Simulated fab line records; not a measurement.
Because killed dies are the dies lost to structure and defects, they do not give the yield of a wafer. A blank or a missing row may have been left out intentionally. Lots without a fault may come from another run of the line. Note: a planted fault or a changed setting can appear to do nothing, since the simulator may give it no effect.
Matching of chambers :: flow sfqLine :: cmp-02 running SFQ_TRILAYER_I2_CMP_CMP_064: 4 sister chambers
The step polishes SiO2. 4 wafers are shown with their chamber, then 9 later ones without.

WAFERS PAIRED WITH THEIR CHAMBERS
wafer: L592.1
chamber: 2
motorCurrentA (A): 11.3

wafer: L592.4
chamber: 1
motorCurrentA (A): 9.5

wafer: L594.5
chamber: 0
motorCurrentA (A): 11.4

wafer: L594.6
chamber: 3
motorCurrentA (A): 10.8

WAFERS WITH NO CHAMBER GIVEN
wafer: L599.1
motorCurrentA (A): 9.8

wafer: L599.2
motorCurrentA (A): 11.2

wafer: L599.5
motorCurrentA (A): 11.5

wafer: L603.2
motorCurrentA (A): 10.5

wafer: L603.4
motorCurrentA (A): 11.6

wafer: L603.6
motorCurrentA (A): 11.1

wafer: L604.2
motorCurrentA (A): 10.9

wafer: L604.3
motorCurrentA (A): 11.3

wafer: L604.1
motorCurrentA (A): 11.1

THE CHAMBER EACH PASSED THROUGH
wafer: L599.1
from the rows above: 1
in truth: 1

wafer: L599.2
from the rows above: can't be placed: 2 or 0 or 3
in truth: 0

wafer: L599.5
from the rows above: can't be placed: 0 or 2
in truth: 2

wafer: L603.2
from the rows above: 3
in truth: 3

wafer: L603.4
from the rows above: can't be placed: 0 or 2
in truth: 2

wafer: L603.6
from the rows above: can't be placed: 2 or 3 or 0
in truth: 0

wafer: L604.2
from the rows above: can't be placed: 3 or 2
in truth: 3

wafer: L604.3
from the rows above: can't be placed: 2 or 0
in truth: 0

wafer: L604.1
from the rows above: can't be placed: 2 or 3 or 0
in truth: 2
Correctly placed: 2 of 9. Can't be placed from these rows: 7 (the true chamber is among the candidates in 7). 0 placed wrongly.
How it was worked out, from the rows above alone: a wafer's distance from a chamber is the root of the sum, over the readings, of the square of ((its reading less the chamber's mean) divided by the reading's scatter). The wafer belongs to the nearest chamber; if the next one is less than 2 further off, it can't be placed. The mean given for a chamber averages the wafers shown for that chamber. The scatter (one wafer shown for each chamber): square how far every hidden wafer sits from the nearest shown wafer, average those squares and take the square root.
